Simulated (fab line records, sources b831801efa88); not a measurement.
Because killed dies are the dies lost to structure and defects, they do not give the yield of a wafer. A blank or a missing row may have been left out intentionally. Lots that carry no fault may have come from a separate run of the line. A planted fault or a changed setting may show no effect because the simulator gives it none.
Matching of chambers || flow gf180mcu || rie-diel-02 running GF_V3_ETCH_16: 4 sister chambers
The step etches BARC in N2/H2. 4 wafers are shown with their chamber, then 8 later ones without.

WAFERS, EACH WITH ITS CHAMBER
{"wafer": "L082.5", "chamber": 1, "oes-product-au (a.u.)": 0.847}
{"wafer": "L088.1", "chamber": 3, "oes-product-au (a.u.)": 0.853}
{"wafer": "L088.5", "chamber": 0, "oes-product-au (a.u.)": 0.855}
{"wafer": "L094.1", "chamber": 2, "oes-product-au (a.u.)": 0.858}

WAFERS WITHOUT THEIR CHAMBER
{"wafer": "L094.3", "oes-product-au (a.u.)": 0.859}
{"wafer": "L094.4", "oes-product-au (a.u.)": 0.865}
{"wafer": "L095.1", "oes-product-au (a.u.)": 0.860}
{"wafer": "L095.3", "oes-product-au (a.u.)": 0.854}
{"wafer": "L095.5", "oes-product-au (a.u.)": 0.856}
{"wafer": "L096.1", "oes-product-au (a.u.)": 0.854}
{"wafer": "L096.2", "oes-product-au (a.u.)": 0.857}
{"wafer": "L096.6", "oes-product-au (a.u.)": 0.861}

WHICH CHAMBER EACH ONE RAN IN
{"wafer": "L094.3", "from the rows above": "can't be placed: 2 or 0 or 3", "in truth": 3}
{"wafer": "L094.4", "from the rows above": "can't be placed: 2 or 0 or 3", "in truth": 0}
{"wafer": "L095.1", "from the rows above": "can't be placed: 2 or 0 or 3", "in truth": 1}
{"wafer": "L095.3", "from the rows above": "can't be placed: 0 or 3 or 2", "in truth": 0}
{"wafer": "L095.5", "from the rows above": "can't be placed: 0 or 2 or 3", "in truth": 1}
{"wafer": "L096.1", "from the rows above": "can't be placed: 0 or 3 or 2", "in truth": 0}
{"wafer": "L096.2", "from the rows above": "can't be placed: 2 or 0 or 3", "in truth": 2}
{"wafer": "L096.6", "from the rows above": "can't be placed: 2 or 0 or 3", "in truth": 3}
Placed correctly: 0 of 8. Cannot be placed on the basis of these rows: 8; the candidates contain the true chamber in 6. Number placed wrongly: 0.
How it was worked out, from the rows above alone: a wafer's distance from a chamber is the root of the sum, over the readings, of the square of ((its reading less the chamber's mean) divided by the reading's scatter). The wafer belongs to the nearest chamber; if the next one is less than 2 further off, it can't be placed. A chamber's mean is the mean of its shown wafers. The scatter: root of mean squared gap, hidden wafer to nearest shown wafer, with one shown wafer a chamber.
